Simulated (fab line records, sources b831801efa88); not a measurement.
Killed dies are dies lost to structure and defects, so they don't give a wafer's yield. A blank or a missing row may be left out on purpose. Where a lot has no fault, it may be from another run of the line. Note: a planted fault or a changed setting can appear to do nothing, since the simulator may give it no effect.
Struck lot and sound lot, side by side + flow sky130 + 14 steps out of a route of 708
Sound: these wafers, L587.3, L587.4, L587.5. Wafers struck: L582.1, L582.2, L582.5. The cause is given at the end.
For every step that has rows: the tool of each side, followed by ch and its chambers, followed by its first start. Under that, the readings that differ: sound wafers + struck wafers + difference of the means + sigmas: that difference in standard deviations of wafers without a fault.
alike: readings whose means differ by less than 2 such deviations, and words and numbers that are the same on both sides. not compared: withheld readings, readings that some wafer has no value for, bounds like >300 that may hide the same value, and numbers for which the record gives no deviation and whose values overlap.
Wherever a step has rows on one side only, a row that says differs or no value, or a row with sigmas, the two part there. Non-overlapping numbers with no deviation appear without sigmas and do not part them. Lack of a reading on every wafer of one side parts them only where that side has two or more wafers.

first, 1 step without rows for these wafers: SKY_METAL5_CLEAN_19 (cleans in O3/DIW).
SKY_PASSIVATION_CVD_00: deposits SiO2, target thk 90 nm.
  sound on pecvd-04 ch 0,1,2, day 48 17:28; struck on pecvd-04 ch 0,2, day 47 14:57
  alike: heater power w
SKY_PASSIVATION_THK_MEAS_01:
  sound on film metro-04, day 48 17:30; struck on film metro-02, day 47 14:58
  alike: PASSIVATION_CVD_00_THK
SKY_PASSIVATION_CVD_02: deposits Si3N4, target thk 540 nm.
  sound on pecvd-01 ch 0,1,2, day 48 17:32; struck on pecvd-02 ch 0,1,2, day 47 15:02
  alike: heater power w
SKY_PASSIVATION_THK_MEAS_03:
  sound on film metro-02, day 48 17:47; struck on film metro-02, day 47 15:15
  alike: PASSIVATION_CVD_02_THK
then, 7 steps without rows for these wafers: SKY_PASSIVATION_DEHYDRATE_04 (time 60 s); SKY_PASSIVATION_HMDS_05 (prime time 60 s); SKY_PASSIVATION_COAT_06 (resist thk 3000 nm); SKY_PASSIVATION_SOFTBAKE_07; SKY_PASSIVATION_EXPOSE_08 (exposes mask NSM, target cd 3000 nm); SKY_PASSIVATION_PEB_09; SKY_PASSIVATION_DEVELOP_10 (develop time 60 s).
SKY_PASSIVATION_ETCH_11: etches the open film in CF4/O2, stops on AlCu, target depth 725 nm, time 161.1 s.
  sound on rie diel-04 ch 0,1,2, day 49 10:50; struck on rie diel-04 ch 1,2, day 48 10:50
  no value came back on the struck wafers for any of 6 readings (O2_flow_sccm (sccm), bias w (W) and others); on the sound wafers O2_flow_sccm (sccm) reads 10.05 9.94 10.00
| reading                                       | sound          | struck         | difference | sigmas |
|-----------------------------------------------|----------------|----------------|------------|--------|
| model.coat_of_PASSIVATION_COAT_06.thk nm (nm) | 2513 2505 2492 | 3003 3008 3010 | +504       |        |
  not compared: rf hours counter h
SKY_PASSIVATION_STRIP_12: strips in O2/N2.
  sound on plasma asher-04 ch 0,1, day 49 10:59; struck on plasma asher-04 ch 0,1, day 48 10:56
| reading                      | sound             | struck            | difference | sigmas |
|------------------------------|-------------------|-------------------|------------|--------|
| strip time to endpoint s (s) | 31.48 31.38 31.22 | 36.99 37.06 37.08 | +5.68      | +33    |
  alike: drypump motor current A, oes product au
  not compared: rf hours counter h

== WHERE THEY PART ==
Earliest at SKY_PASSIVATION_ETCH_11; latest, in this record, at SKY_PASSIVATION_STRIP_12.

WHY: what had been put in by the simulator
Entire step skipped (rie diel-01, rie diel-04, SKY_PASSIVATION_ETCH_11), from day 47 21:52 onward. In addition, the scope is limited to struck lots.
